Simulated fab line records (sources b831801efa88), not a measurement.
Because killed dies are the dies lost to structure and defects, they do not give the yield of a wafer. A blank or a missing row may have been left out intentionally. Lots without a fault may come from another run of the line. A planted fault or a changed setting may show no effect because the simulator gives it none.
Which of the tools did it? -- flow gf180mcu -- Sampling: 14 lots, 42 wafers, 4 of 602 route steps

== WHAT THE GAUGES READ, wafer by wafer ==
GF_VT_IMPLANT_OVL_MEAS_07.
lot,measured,on,VT_IMPLANT_OVL (nm)
L712,day 5 15:04,overlay-02,0.5 -0.5 -0.5
L714,day 6 02:57,overlay-02,0.9 1.5 -0.6
L715,day 6 08:58,overlay-02,1.3 1.6 -1.2
L716,day 6 15:04,overlay-02,2.0 1.0 3.0
L717,day 6 22:04,overlay-02,0.0 0.8 1.0
L719,day 7 10:39,overlay-02,0.7 -2.0 -1.1
L720,day 7 16:16,overlay-01,1.3 1.7 0.1
L721,day 7 23:03,overlay-01,-0.4 -1.4 -1.3
L722,day 8 05:22,overlay-02,0.2 0.1 -0.3
L723,day 8 09:22,overlay-02,0.9 1.6 2.2
L724,day 8 17:24,overlay-02,-0.8 0.3 -1.5
L732,day 10 17:48,overlay-02,0.2 0.6 0.6
L734,day 11 05:12,overlay-01,2.3 2.4 2.4
L735,day 11 11:10,overlay-01,1.3 1.7 2.2

GF_VT_IMPLANT_TW_MEAS_43.
lot,measured,on,VT_IMPLANT_4_TW
L712,day 7 13:47,film-metro-01,689 690 688
L714,day 8 01:56,film-metro-02,696 692 695
L715,day 8 07:48,film-metro-02,692 692 694
L716,day 8 15:34,film-metro-01,694 688 689
L717,day 8 23:36,film-metro-04,699 698 699
L719,day 9 12:23,film-metro-01,683 686 682
L720,day 9 18:52,film-metro-04,700 698 701
L721,day 10 01:50,film-metro-01,690 684 692
L722,day 10 10:03,film-metro-02,688 692 691
L723,day 10 14:03,film-metro-04,701 705 698
L724,day 10 22:41,film-metro-01,688 688 689
L732,day 13 04:29,film-metro-01,685 686 685
L734,day 13 17:20,film-metro-01,684 689 684
L735,day 13 23:02,film-metro-04,701 704 701

GF_HV_LDD_TW_MEAS_23.
lot,measured,on,HV_LDD_2_TW
L712,day 10 20:20,film-metro-02,1061 1056 1058
L714,day 11 08:49,film-metro-02,1057 1058 1059
L715,day 11 15:04,film-metro-04,1068 1071 1072
L716,day 11 23:30,film-metro-04,1069 1072 1075
L717,day 12 09:19,film-metro-03,1061 1062 1061
L719,day 13 01:06,film-metro-03,1065 1064 1055
L720,day 13 07:42,film-metro-04,1074 1077 1075
L721,day 13 14:57,film-metro-04,1075 1076 1072
L722,day 14 02:23,film-metro-02,1069 1068 1069
L723,day 14 03:56,film-metro-04,31 1078 31
L724,day 14 17:10,film-metro-03,1064 1066 30
L732,day 17 02:51,film-metro-02,1064 1065 1067
L734,day 17 16:56,film-metro-04,1074 1078 1077
L735,day 17 23:49,film-metro-03,1062 1060 1058

== WHAT TOOL EACH LOT RAN ON (gives the tool, then ch and the chambers of the sampled wafers, and finally the start) ==
lot,GF_HV_LDD_DEVELOP_18
L712,"litho-track-03 ch 0, day 10 19:46"
L714,"litho-track-02 ch 0, day 11 08:15"
L715,"litho-track-02 ch 0, day 11 14:31"
L716,"litho-track-03 ch 0, day 11 22:58"
L717,"litho-track-02 ch 0, day 12 08:46"
L719,"litho-track-02 ch 0, day 13 00:33"
L720,"litho-track-03 ch 0, day 13 07:05"
L721,"litho-track-02 ch 0, day 13 14:24"
L722,"litho-track-03 ch 0, day 14 01:50"
L723,"litho-track-03 ch 0, day 14 03:23"
L724,"litho-track-03 ch 0, day 14 16:37"
L732,"litho-track-02 ch 0, day 17 02:18"
L734,"litho-track-01 ch 0, day 17 16:21"
L735,"litho-track-02 ch 0, day 17 23:16"
- GF_HV_LDD_DEVELOP_18: develop time 60 s.

== WHAT THE TOOLS THEMSELVES READ (means of the sampled wafers that have a number; where no wafer has one, the mark that the record gives instead) ==
The record holds no such reading with a usual standard deviation.

== THE ANSWER, worked out from the rows above alone ==
Rule: what is usual is taken from the lots themselves. The widest of any qualifying gaps counts: lots, ordered by their means at a reading, are off when they make up no more than a third of the lots, leave a main group of 4 or more, and stand apart from it by 3 or more times the standard deviation of that group's means. If all means in a main group match to the digits the tables above print for the reading, that group is not used. A lot without any number at a reading at which 4 lots or more have one is off too. The other lots that the step has rows for count as sound. The gauges are gone through in route order, then the tools' own readings, and for those a lot's mean is taken as printed above. At the first step where some lot is off, the reading lying furthest off is the one used; lots without a number count as furthest.
Off: L723, L724, at GF_HV_LDD_TW_MEAS_23 (HV_LDD_2_TW). The main group has a mean of 1067 with a standard deviation of 6.6.
A tool fits if, at a process step before that reading, it ran every lot that is off, and no sound lot after the first of them. The gauges at GF_HV_LDD_TW_MEAS_23 are tried like those tools. One fits: litho-track-03 at GF_HV_LDD_DEVELOP_18. A fault onset in the window from L722 (day 14 01:50, its last sound lot) to L723 (day 14 03:23, its first lot off) fits.

== WHAT THE SIMULATOR HAD PUT IN ==
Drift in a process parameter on litho-track-03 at GF_HV_LDD_DEVELOP_18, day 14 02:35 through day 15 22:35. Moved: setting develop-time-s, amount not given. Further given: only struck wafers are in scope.
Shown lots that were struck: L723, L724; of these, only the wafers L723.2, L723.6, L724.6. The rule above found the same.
